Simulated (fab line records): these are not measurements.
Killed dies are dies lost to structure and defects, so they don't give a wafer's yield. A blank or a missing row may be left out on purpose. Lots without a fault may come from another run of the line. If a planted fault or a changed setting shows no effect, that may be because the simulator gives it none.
The tool behind it: which one? -- flow sky130 -- 18 wafers from 6 lots sampled at 2 of the route's 708 steps

## WHAT EACH GAUGE READ, for each wafer
SKY_VIA2_RS_MEAS_22: a four-point-probe measurement.
lot,measured,on,VIA2_W_RS (ohm/sq)
L287,day 36 22:22,film metro-04,0.278 0.278 0.278
L289,day 37 14:32,film metro-04,0.275 0.273 0.275
L291,day 38 07:08,film metro-03,0.276 0.277 0.277
L293,day 39 11:31,film metro-04,0.276 0.269 0.279
L296,day 39 21:20,film metro-01,0.274 0.268 0.277
L301,day 41 08:42,film metro-01,0.274 0.274 0.271

## EACH LOT AND THE TOOL THAT RAN IT (in order: tool; ch and the chambers of the sampled wafers; start)
lot,SKY_LDD_N_IMPLANT_12
L287,"implanter-03 ch 0, day 18 07:57"
L289,"implanter-01 ch 0, day 19 02:33"
L291,"implanter-02 ch 0, day 20 05:37"
L293,"implanter-01 ch 0, day 21 00:27"
L296,"implanter-02 ch 0, day 22 05:30"
L301,"implanter-03 ch 0, day 23 22:47"
- SKY_LDD_N_IMPLANT_12

## THE ANSWER, worked out from the rows above alone
Rule: the usual values come from the lots themselves. The widest of any qualifying gaps counts: lots, ordered by their means at a reading, are off when they make up no more than a third of the lots, leave a main group of 4 or more, and stand apart from it by 3 or more times the standard deviation of that group's means. If all means in a main group match to the digits the tables above print for the reading, that group is not used. A lot without any number at a reading at which 4 lots or more have one is off too. All remaining lots with rows at the step are treated as sound.
Across all readings shown, no lot is off: no conclusion can be drawn from this.

## WHAT THE SIMULATOR HAD INSERTED
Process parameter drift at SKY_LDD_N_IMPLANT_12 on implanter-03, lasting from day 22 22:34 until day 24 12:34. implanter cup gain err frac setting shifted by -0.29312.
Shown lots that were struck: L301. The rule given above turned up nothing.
